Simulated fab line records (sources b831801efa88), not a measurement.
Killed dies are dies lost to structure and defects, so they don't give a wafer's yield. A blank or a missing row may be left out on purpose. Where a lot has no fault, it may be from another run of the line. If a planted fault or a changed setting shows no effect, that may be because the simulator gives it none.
fab line records + flow sky130
record
- lots=10
- wafers=30
- last_day=48
route steps=708 shown SONOS_ONO@172 PAD_OPEN@708
lots untouched by any fault: they come from a run of this same line in which no faults occurred
start_h: hours from the record's first day to the start of the lot's first wafer shown + wait_h: hours from the lot's prior step to this one + " same as the row above + L1.1+2: a row that stands for several wafers + - no value, or no start was given + * or withheld: withheld + < > ~ a bound
route shown NAME@n: NAME is a module with steps in the file, n the number in the route of the first one + usual: average and standard deviation across the fault-free wafers + same: alike in all rows + chamber/n: place in a boat + sites: per-site readings + _std_site: standard deviation of those values + _edge_site: mean of outer sites minus mean of inner sites + radius_mm: how far each site lies from the wafer's centre + mask NAME#n: copy n + behind: the most recent tool/chamber to have shaped the wafer + hold: the reason the lot was held/the length of the hold in hours/how it ended + device: names the non-switching transistor (n, p or np) + end of line: at the end of the route, the tests of the same wafers + for a step that has no rows: nothing shown but its recipe + killed: not the wafer's yield, but the dies lost to structure and defects at the first sort + map: the dies of a wafer, with x for killed, . for not killed, _ for no die there
set.NAME: the setting the step ran with; set.NAME@STEP: the setting that earlier step ran with + model.NAME: the simulator's own value behind a step, which no gauge read
the route's steps for a sample of lots (tables are steps, rows are wafers)
## steps
# step SKY_SONOS_ONO_CVD_04
# recipe
- material=SiO2
- precursor=SiH4/N2O
- target_thk_nm=5.7199
- temp_c=900
- pressure_mtorr=400
| lot.wafer  | tool     | chamber | start_h | wait_h |
|------------|----------|---------|---------|--------|
| L120.4+5+6 | lpcvd-03 | 1       | 248.43  | 0.0    |
| L121.3+4+5 | lpcvd-03 | 0       | 254.02  | 0.0    |
| L122.3+5+6 | lpcvd-03 | 0       | 264.27  | 0.0    |
| L123.3+4+6 | lpcvd-03 | 1       | 269.72  | 0.0    |
| L124.2+4+6 | lpcvd-03 | 1       | 278.13  | 0.0    |
| L126.1+4+6 | lpcvd-03 | 0       | 295.46  | 0.1    |
| L130.3+4+5 | lpcvd-03 | 1       | 350.37  | 0.0    |
| L131.1+4+5 | lpcvd-03 | 0       | 353.31  | 0.1    |
| L134.2+3+5 | lpcvd-03 | 0       | 362.44  | 0.0    |
| L136.1+2+4 | lpcvd-03 | 1       | 385.27  | 0.1    |
# step SKY_SONOS_ONO_THK_MEAS_05
# recipe
- reads=SiO2_of_SONOS_ONO_CVD_04
# usual
- SONOS_ONO_CVD_04_THK=5.73/0.11
| lot.wafer | tool          | chamber | start_h | wait_h | SONOS_ONO_CVD_04_THK[nm] |
|-----------|---------------|---------|---------|--------|--------------------------|
| L120.4    | film_metro-02 | -       | 249.71  | 0.0    | 5.88                     |
| L120.5    | "             | -       | "       | "      | 5.71                     |
| L120.6    | "             | -       | "       | "      | 5.78                     |
| L121.3    | film_metro-04 | -       | 255.29  | 0.0    | 5.89                     |
| L121.4    | "             | -       | "       | "      | 5.85                     |
| L121.5    | "             | -       | "       | "      | 5.82                     |
| L122.3    | film_metro-04 | -       | 265.54  | 0.0    | 5.83                     |
| L122.5    | "             | -       | "       | "      | 5.67                     |
| L122.6    | "             | -       | "       | "      | 5.76                     |
| L123.3    | film_metro-04 | -       | 270.99  | 0.0    | 5.96                     |
| L123.4    | "             | -       | "       | "      | 5.92                     |
| L123.6    | "             | -       | "       | "      | 5.70                     |
| L124.2    | film_metro-02 | -       | 280.02  | 0.0    | 5.69                     |
| L124.4    | "             | -       | "       | "      | 5.78                     |
| L124.6    | "             | -       | "       | "      | 5.74                     |
| L126.1    | film_metro-04 | -       | 296.71  | 0.0    | 5.59                     |
| L126.4    | "             | -       | "       | "      | 5.70                     |
| L126.6    | "             | -       | "       | "      | 5.76                     |
| L130.3    | film_metro-01 | -       | 351.64  | 0.0    | 5.68                     |
| L130.4    | "             | -       | "       | "      | 5.62                     |
| L130.5    | "             | -       | "       | "      | 5.67                     |
| L131.1    | film_metro-04 | -       | 354.56  | 0.0    | 5.80                     |
| L131.4    | "             | -       | "       | "      | 5.65                     |
| L131.5    | "             | -       | "       | "      | 5.82                     |
| L134.2    | film_metro-04 | -       | 363.70  | 0.0    | 4.30                     |
| L134.3    | "             | -       | "       | "      | 4.36                     |
| L134.5    | "             | -       | "       | "      | 4.28                     |
| L136.1    | film_metro-02 | -       | 386.52  | 0.0    | 5.52                     |
| L136.2    | "             | -       | "       | "      | 5.60                     |
| L136.4    | "             | -       | "       | "      | 5.50                     |
# step SKY_PAD_OPEN_PROBE_99
# usual
- killed_at_M0_to_M3=44/7.2
- killed_at_M4_up=3.1/1.8
- killed_at_contacts=24/4.5
- killed_at_front_end=16/4.4
- killed_at_other=0.2/0.42
- killed_dies=87/8.9
- killed_open=48/6.4
- killed_short=39/6.2
# same
- gross_dies=492
- killed_at_back_side=0
| lot.wafer | tool      | chamber | start_h | wait_h | killed_at_M0_to_M3 | killed_at_M4_up | killed_at_contacts | killed_at_front_end | killed_at_other | killed_dies | killed_open | killed_short |
|-----------|-----------|---------|---------|--------|--------------------|-----------------|--------------------|---------------------|-----------------|-------------|-------------|--------------|
| L136.1    | prober-01 | -       | 1158.70 | 0.1    | 45                 | 4               | 26                 | 12                  | 0               | 87          | 52          | 35           |
| L136.2    | prober-01 | -       | 1158.75 | 0.1    | 46                 | 1               | 25                 | 15                  | 0               | 87          | 50          | 37           |
| L136.4    | prober-01 | -       | 1158.85 | 0.2    | 47                 | 3               | 28                 | 20                  | 0               | 98          | 56          | 42           |
# killed by level:class
L136.1 VIA1:geometric_particle:open=10 VIA3:geometric_particle:open=9 CONTACT:geometric_particle:open=8 VIA2:geometric_particle:open=7 CONTACT:geometric_particle:short=7 LI_CONTACT:geometric_particle:open=6 METAL2:geometric_particle:short=5 VIA3:geometric_particle:short=5
L136.2 VIA1:geometric_particle:open=12 VIA2:geometric_particle:open=9 LI_CONTACT:geometric_particle:open=9 CONTACT:geometric_particle:open=9 POLY_GATE:geometric_particle:short=7 VIA1:geometric_particle:short=5 LOCAL_INTERCONNECT:geometric_particle:short=4 METAL2:geometric_particle:short=4
L136.4 CONTACT:geometric_particle:open=10 LI_CONTACT:geometric_particle:open=9 VIA1:geometric_particle:open=9 VIA1:geometric_particle:short=8 VIA3:geometric_particle:open=6 METAL2:geometric_particle:short=6 POLY_GATE:geometric_particle:open=5 VIA2:geometric_particle:open=5
## key
first_sign
- step=SKY_SONOS_ONO_THK_MEAS_05
- reading=SONOS_ONO_CVD_04_THK
- direction=down
- sigmas=13
- usual=5.73
- struck=4.31
effect none on later readings
met_at SKY_SONOS_ONO_CVD_04
struck_lots L134
struck_wafers L134.2,L134.3,L134.5
tester_left_out L134
onset_between 353.31 362.44
fault
- kind=process_parameter_drift
- tool=lpcvd-03
- chamber=0
- onset_h=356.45
- steps=SKY_SONOS_ONO_CVD_04
- channel=target_thk_nm
- offset=-1.2856
- shape=step
- end_h=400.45
- stated=5.7199
# tester_left_out: of these lots the tester's yield and bins aren't shown, on N5 and GAA mostly nor the transistor test; their killed dies are dies lost to structure and defects alone, not to doping, threshold or leakage, so they don't give the yield
